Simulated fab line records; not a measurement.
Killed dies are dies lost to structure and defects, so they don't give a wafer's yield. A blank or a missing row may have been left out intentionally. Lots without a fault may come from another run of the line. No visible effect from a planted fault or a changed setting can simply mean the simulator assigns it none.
The tool behind it: which one? + flow gf180mcu + 72 wafers from 24 lots sampled at 3 of the route's 602 steps

== WHAT THE GAUGES SHOWED, per wafer ==
GF_STI_THK_MEAS_22. Usual: STI_OXIDATION_01_THK 14.98 nm, standard deviation 0.22.
| lot  | measured    | on            | STI_OXIDATION_01_THK (nm) | flag |
|------|-------------|---------------|---------------------------|------|
| L074 | day 2 02:38 | film metro-04 | 15.04 15.15 15.02         |      |
| L075 | day 2 08:38 | film metro-01 | 14.94 14.96 14.95         |      |
| L076 | day 2 14:39 | film metro-03 | 14.67 14.79 14.82         |      |
| L077 | day 2 18:57 | film metro-03 | 15.43 15.07 15.03         |      |
| L078 | day 3 00:54 | film metro-03 | 14.71 14.86 14.88         |      |
| L079 | day 3 04:35 | film metro-03 | 14.48 14.49 14.39         |      |
| L080 | day 4 03:37 | film metro-01 | 14.69 15.02 14.99         |      |
| L081 | day 4 05:33 | film metro-01 | 14.55 14.76 14.41         |      |
| L083 | day 4 08:07 | film metro-01 | 15.03 15.07 15.12         |      |
| L082 | day 4 08:08 | film metro-03 | 14.97 15.07 14.86         |      |
| L085 | day 4 08:11 | film metro-01 | 14.93 15.26 15.26         |      |
| L084 | day 4 08:11 | film metro-03 | 14.92 15.11 15.33         |      |
| L086 | day 4 12:14 | film metro-04 | 14.73 14.55 14.97         |      |
| L087 | day 4 20:38 | film metro-01 | 15.03 14.91 14.89         |      |
| L088 | day 5 06:38 | film metro-01 | 15.34 15.20 15.30         |      |
| L089 | day 5 09:50 | film metro-03 | 14.88 15.25 14.99         |      |
| L090 | day 5 13:27 | film metro-03 | 15.31 15.37 15.31         |      |
| L091 | day 5 19:00 | film metro-03 | 15.06 15.22 14.97         |      |
| L092 | day 6 00:39 | film metro-03 | 14.71 14.58 14.96         |      |
| L093 | day 6 05:50 | film metro-03 | 14.85 15.07 14.92         |      |
| L094 | day 6 09:47 | film metro-04 | 15.21 15.22 15.10         |      |
| L095 | day 6 15:35 | film metro-04 | 14.91 15.11 15.15         |      |
| L096 | day 7 01:00 | film metro-01 | 14.92 14.84 14.95         |      |
| L097 | day 7 03:23 | film metro-01 | 15.05 14.96 15.03         |      |

GF_V1_OVL_MEAS_15. Usual: V1_OVL -3 nm, standard deviation 5.1.
| lot  | measured     | on         | V1_OVL (nm) | flag |
|------|--------------|------------|-------------|------|
| L074 | day 17 05:55 | overlay-01 | -5 -9 -7    |      |
| L075 | day 17 11:10 | overlay-02 | 1 -5 -3     |      |
| L076 | day 18 08:46 | overlay-02 | -1 0 -6     |      |
| L077 | day 18 10:27 | overlay-01 | -5 -2 -8    |      |
| L078 | day 18 16:40 | overlay-01 | 0 -1 0      |      |
| L079 | day 19 03:16 | overlay-01 | -6 -7 0     |      |
| L080 | day 21 22:31 | overlay-01 | 5 6 -6      |      |
| L081 | day 22 02:26 | overlay-02 | -4 -1 -6    |      |
| L083 | day 22 08:33 | overlay-01 | 5 -5 2      |      |
| L082 | day 22 04:51 | overlay-02 | -12 -6 -6   |      |
| L085 | day 22 10:48 | overlay-01 | -7 -2 -7    |      |
| L084 | day 22 05:51 | overlay-02 | 7 -5 5      |      |
| L086 | day 22 12:12 | overlay-01 | 4 3 0       |      |
| L087 | day 23 01:12 | overlay-02 | -2 1 -2     |      |
| L088 | day 23 21:24 | overlay-01 | -4 -8 -3    |      |
| L089 | day 24 00:13 | overlay-02 | -12 -5 -5   |      |
| L090 | day 24 05:27 | overlay-01 | 0 1 -1      |      |
| L091 | day 24 16:59 | overlay-02 | -5 -5 -6    |      |
| L092 | day 25 02:56 | overlay-02 | -9 -9 -2    |      |
| L093 | day 25 19:23 | overlay-02 | -7 -17 -2   |      |
| L094 | day 25 17:42 | overlay-02 | -3 -4 -3    |      |
| L095 | day 26 02:50 | overlay-02 | 6 -3 5      |      |
| L096 | day 26 14:22 | overlay-02 | -5 -12 -7   |      |
| L097 | day 26 13:14 | overlay-01 | 7 6 1       |      |

== TOOL THAT RAN EACH LOT (tool first, then ch and the chambers of the sampled wafers, then the start) ==
| lot  | GF_CONTACT_CVD_02               |
|------|---------------------------------|
| L074 | pecvd-03 ch 0,1,2, day 14 09:20 |
| L075 | pecvd-03 ch 0,1,2, day 14 14:53 |
| L076 | pecvd-02 ch 0,2, day 15 09:04   |
| L077 | pecvd-03 ch 0,1, day 15 10:19   |
| L078 | pecvd-01 ch 0,1, day 15 16:58   |
| L079 | pecvd-01 ch 0,1,2, day 16 00:41 |
| L080 | pecvd-03 ch 0,1, day 18 17:31   |
| L081 | pecvd-03 ch 1,2, day 18 21:59   |
| L083 | pecvd-02 ch 0,1, day 19 05:03   |
| L082 | pecvd-02 ch 0,1, day 19 00:40   |
| L085 | pecvd-02 ch 0,1,2, day 19 07:04 |
| L084 | pecvd-01 ch 0,1,2, day 19 00:50 |
| L086 | pecvd-01 ch 0,2, day 19 08:01   |
| L087 | pecvd-02 ch 0,2, day 19 22:38   |
| L088 | pecvd-02 ch 1,2, day 20 20:40   |
| L089 | pecvd-02 ch 0,1,2, day 20 22:28 |
| L090 | pecvd-01 ch 0,2, day 21 05:05   |
| L091 | pecvd-02 ch 0,1,2, day 21 17:23 |
| L092 | pecvd-02 ch 0,1,2, day 22 04:45 |
| L093 | pecvd-02 ch 0,1, day 22 22:52   |
| L094 | pecvd-01 ch 0,2, day 22 21:47   |
| L095 | pecvd-01 ch 0,2, day 23 06:37   |
| L096 | pecvd-01 ch 0,1, day 23 20:08   |
| L097 | pecvd-03 ch 0,1, day 23 19:37   |
- GF_CONTACT_CVD_02: deposits SiO2 from TEOS, target thk 860 nm, time 95.992 s.

== AS READ BY THE TOOLS THEMSELVES (means over the sampled wafers that have a number; for cases with no such wafer, the mark the record gives instead) ==
GF_CONTACT_CVD_02. Usual: heater power w 679 W, standard deviation 110.
| lot  | tool     | heater power w (W) | flag |
|------|----------|--------------------|------|
| L074 | pecvd-03 | 720                |      |
| L075 | pecvd-03 | 770                |      |
| L076 | pecvd-02 | 616                |      |
| L077 | pecvd-03 | 748                |      |
| L078 | pecvd-01 | 562                |      |
| L079 | pecvd-01 | 602                |      |
| L080 | pecvd-03 | 706                |      |
| L081 | pecvd-03 | 692                |      |
| L083 | pecvd-02 | 767                |      |
| L082 | pecvd-02 | 810                |      |
| L085 | pecvd-02 | 639                |      |
| L084 | pecvd-01 | 644                |      |
| L086 | pecvd-01 | 749                |      |
| L087 | pecvd-02 | 616                |      |
| L088 | pecvd-02 | 600                |      |
| L089 | pecvd-02 | 675                |      |
| L090 | pecvd-01 | 627                |      |
| L091 | pecvd-02 | 716                |      |
| L092 | pecvd-02 | 733                |      |
| L093 | pecvd-02 | 782                |      |
| L094 | pecvd-01 | 623                |      |
| L095 | pecvd-01 | 716                |      |
| L096 | pecvd-01 | 548                |      |
| L097 | pecvd-03 | 708                |      |

== THE ANSWER, worked out from the rows above alone ==
Rule: lot off if the mean of its wafers having a number is beyond 3 standard deviations from the usual mean. Also off: a lot with no number at a reading for which 4 or more lots have one. The other lots that the step has rows for count as sound. After the gauges, taken in route order, come the tools' own readings; for these a lot's mean is taken, as printed above. At the first step where some lot is off, the reading lying furthest off is the one used; lots without a number count as furthest.
None of the lots is off at any reading shown; this tells nothing.

== WHAT THE SIMULATOR HAD PUT IN ==
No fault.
